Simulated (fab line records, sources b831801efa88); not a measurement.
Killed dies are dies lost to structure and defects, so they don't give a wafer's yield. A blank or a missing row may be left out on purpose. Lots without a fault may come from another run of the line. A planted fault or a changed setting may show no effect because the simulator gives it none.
Which tool did it? | flow gf180mcu | 13 lots, 39 wafers sampled, at 4 steps of a route of 602

WHAT THE GAUGES READ, wafer by wafer
GF_DNWELL_TW_MEAS_09. Usual: DNWELL_TW 1352, standard deviation 20.
lot  | measured    | on            | DNWELL_TW      | flag
L636 | day 3 04:40 | film_metro-03 | 1337 1332 1329 |
L640 | day 4 02:40 | film_metro-01 | 1377 1372 1372 |
L641 | day 4 08:43 | film_metro-01 | 1367 1365 1363 |
L642 | day 4 11:40 | film_metro-02 | 1356 1368 1359 |
L643 | day 4 17:38 | film_metro-03 | 1333 1338 1339 |
L644 | day 5 01:04 | film_metro-02 | 1360 1353 1347 |
L645 | day 5 05:13 | film_metro-02 | 1353 1358 1354 |
L647 | day 5 16:10 | film_metro-02 | 1527 1527 1528 | OFF
L653 | day 7 00:04 | film_metro-01 | 1541 1536 1531 | OFF
L654 | day 7 04:34 | film_metro-01 | 1376 1376 1381 |
L655 | day 7 12:01 | film_metro-01 | 1385 1390 1390 |
L656 | day 7 15:30 | film_metro-03 | 1352 1346 1337 |
L657 | day 7 20:34 | film_metro-03 | 1338 1336 1335 |

GF_PSD_RS_MEAS_15: measures by four-point-probe. Usual: PSD_RS 108.66 ohm/sq, standard deviation 0.26.
lot  | measured     | on            | PSD_RS (ohm/sq)      | flag
L636 | day 14 23:25 | film_metro-01 | 108.60 109.01 108.84 |
L640 | day 16 08:47 | film_metro-03 | 108.52 108.40 108.67 |
L641 | day 16 14:14 | film_metro-01 | 108.46 108.26 108.65 |
L642 | day 17 07:32 | film_metro-04 | 108.74 108.63 108.86 |
L643 | day 17 10:16 | film_metro-03 | 108.41 109.08 108.73 |
L644 | day 17 20:05 | film_metro-04 | 108.70 108.64 108.91 |
L645 | day 18 07:13 | film_metro-01 | 108.57 108.64 108.86 |
L647 | day 18 20:50 | film_metro-03 | 108.83 108.48 108.80 |
L653 | day 20 23:01 | film_metro-03 | 108.65 108.48 108.58 |
L654 | day 21 05:56 | film_metro-01 | 107.94 108.15 107.76 |
L655 | day 21 13:49 | film_metro-01 | 108.71 108.88 108.83 |
L656 | day 22 02:53 | film_metro-01 | 108.57 108.48 108.38 |
L657 | day 22 05:26 | film_metro-01 | 108.86 108.96 108.67 |

GF_CONTACT_THK_MEAS_01. Usual: CONTACT_CVD_00_THK 297 nm, standard deviation 3.3.
lot  | measured     | on            | CONTACT_CVD_00_THK (nm) | flag
L636 | day 15 22:37 | film_metro-02 | 295 296 293             |
L640 | day 17 08:50 | film_metro-02 | 296 297 297             |
L641 | day 17 14:01 | film_metro-02 | 300 300 301             |
L642 | day 18 08:01 | film_metro-04 | 302 301 299             |
L643 | day 18 10:49 | film_metro-03 | 294 297 298             |
L644 | day 18 20:41 | film_metro-02 | 300 302 301             |
L645 | day 19 07:49 | film_metro-03 | 290 290 295             |
L647 | day 19 22:04 | film_metro-02 | 294 297 296             |
L653 | day 21 23:38 | film_metro-04 | 296 295 297             |
L654 | day 22 06:05 | film_metro-03 | 302 297 299             |
L655 | day 22 14:11 | film_metro-04 | 295 299 299             |
L656 | day 23 03:32 | film_metro-02 | 297 294 297             |
L657 | day 23 05:27 | film_metro-04 | 294 294 298             |

WHICH TOOL RAN EACH LOT (tool, then ch and the chambers of the sampled wafers, then the start)
lot  | GF_DNWELL_IMPLANT_07
L636 | implanter-01 ch 0, day 3 04:25
L640 | implanter-02 ch 0, day 4 02:26
L641 | implanter-01 ch 0, day 4 08:28
L642 | implanter-04 ch 0, day 4 11:25
L643 | implanter-02 ch 0, day 4 17:25
L644 | implanter-01 ch 0, day 5 00:49
L645 | implanter-02 ch 0, day 5 04:58
L647 | implanter-01 ch 0, day 5 15:55
L653 | implanter-01 ch 0, day 6 23:49
L654 | implanter-04 ch 0, day 7 04:20
L655 | implanter-04 ch 0, day 7 11:46
L656 | implanter-02 ch 0, day 7 15:17
L657 | implanter-04 ch 0, day 7 20:20
- GF_DNWELL_IMPLANT_07

WHAT THE TOOLS THEMSELVES READ (means of the sampled wafers that have a number; where no wafer has one, the mark that the record gives instead)
GF_DNWELL_IMPLANT_07. Usual: end_station_pressure_torr 5.06e-06 Torr, standard deviation 2.8e-07; tilt_deg -0.002 degrees, standard deviation 0.018.
lot  | tool         | end_station_pressure_torr (Torr) | tilt_deg (degrees) | flag
L636 | implanter-01 | 5.08e-06                         | 0.004              |
L640 | implanter-02 | 5.17e-06                         | -0.010             |
L641 | implanter-01 | 5.14e-06                         | -0.003             |
L642 | implanter-04 | 5.12e-06                         | 0.021              |
L643 | implanter-02 | 5.13e-06                         | -0.013             |
L644 | implanter-01 | 4.93e-06                         | 0.003              |
L645 | implanter-02 | 4.89e-06                         | 0.006              |
L647 | implanter-01 | 5.14e-06                         | 5.229              | OFF
L653 | implanter-01 | 4.89e-06                         | 5.257              | OFF
L654 | implanter-04 | 5.00e-06                         | 0.017              |
L655 | implanter-04 | 5.10e-06                         | -0.004             |
L656 | implanter-02 | 5.22e-06                         | -0.014             |
L657 | implanter-04 | 4.92e-06                         | 0.010              |

THE ANSWER, worked out from the rows above alone
Rule: a lot is off if the mean of its wafers that have a number lies more than 3 standard deviations from the usual mean. A lot without any number at a reading at which 4 lots or more have one is off too. The other lots that the step has rows for count as sound. The gauges are gone through in route order, then the tools' own readings, and for those a lot's mean is taken as printed above. The first step at which some lot is off is used, and at that step the reading that is off furthest; a lot without a number counts as furthest.
Off: L647, L653, at GF_DNWELL_TW_MEAS_09 (DNWELL_TW).
A tool fits if, at a process step before that reading, it ran every lot that is off, and no sound lot after the first of them. The gauges at GF_DNWELL_TW_MEAS_09 aren't tried: what is off there is off at GF_DNWELL_IMPLANT_07 too, on other tools, and a gauge's error can't cause that. One fits: implanter-01 at GF_DNWELL_IMPLANT_07. Its last sound lot is L644 (day 5 00:49), its first lot that is off L647 (day 5 15:55): a fault that began between those two fits.
The tool's own readings at GF_DNWELL_IMPLANT_07 bear it out: on the lots that are off they differ by more than 5 times the standard deviation of the sound lots' means. tilt_deg reads 5.243 degrees there against 0.002 degrees on the sound lots.

WHAT THE SIMULATOR HAD PUT IN
Process parameter drift: implanter-01, from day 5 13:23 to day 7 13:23, at GF_DNWELL_IMPLANT_07. Setting tilt_deg, moved by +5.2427, from 0. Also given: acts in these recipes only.
Lots struck among those shown: L647, L653. The rule above found the same.
